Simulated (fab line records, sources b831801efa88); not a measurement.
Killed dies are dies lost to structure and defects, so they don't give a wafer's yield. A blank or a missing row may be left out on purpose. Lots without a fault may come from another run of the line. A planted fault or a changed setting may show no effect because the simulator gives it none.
Chamber matching | flow sky130 | SKY_VIA3_CMP_02 on cmp-02: 4 sister chambers
The step polishes SiO2. 14 wafers are shown with their chamber, then 6 later ones without.

WAFERS WITH THEIR CHAMBER
wafer  | chamber | motor_current_A (A) | slurry_flow_ml_min
L206.1 | 0       | 11.6                | 150.4
L206.4 | 1       | 13.9                | 150.5
L206.5 | 3       | 10.7                | 149.8
L211.1 | 2       | 11.9                | 150.1
L211.2 | 1       | 13.8                | 150.9
L211.5 | 2       | 12.7                | 150.1
L214.2 | 1       | 14.0                | 149.7
L214.3 | 0       | 11.2                | 150.6
L214.6 | 3       | 10.7                | 149.5
L212.3 | 2       | 12.5                | 149.2
L212.4 | 1       | 13.6                | 149.9
L212.5 | 0       | 11.5                | 149.8
L221.2 | 1       | 14.1                | 149.1
L221.3 | 3       | 10.2                | 149.8

SIGNATURES (means of the wafers above)
reading            | chamber 0 | chamber 1 | chamber 2 | chamber 3 | scatter within a chamber
motor_current_A    | 11.433    | 13.880    | 12.367    | 10.533    | 0.273
slurry_flow_ml_min | 150.267   | 150.020   | 149.800   | 149.700   | 0.54
Rule: a wafer's distance from a chamber is the root of the sum, over the readings, of the square of ((its reading less the chamber's mean) divided by the reading's scatter). The wafer belongs to the nearest chamber; if the next one is less than 2 further off, it can't be placed. The scatter: the root of (the sum of the squares of (reading less its chamber's mean) over the shown wafers, divided by (wafers less chambers)).

WAFERS WITHOUT THEIR CHAMBER
wafer  | motor_current_A (A) | slurry_flow_ml_min
L221.5 | 10.1                | 149.6
L223.3 | 11.5                | 150.4
L223.5 | 11.6                | 149.7
L229.1 | 12.0                | 149.7
L229.3 | 13.7                | 149.7
L229.6 | 10.9                | 150.6

WHICH CHAMBER EACH WENT THROUGH
wafer  | from the rows above     | in truth
L221.5 | 3                       | 3
L223.3 | 0                       | 0
L223.5 | can't be placed: 0 or 2 | 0
L229.1 | can't be placed: 2 or 0 | 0
L229.3 | 1                       | 1
L229.6 | can't be placed: 0 or 3 | 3
Placed correctly: 3 of 6. Can't be placed from these rows: 3 (the true chamber is among the candidates in 3). Placed wrongly: 0.
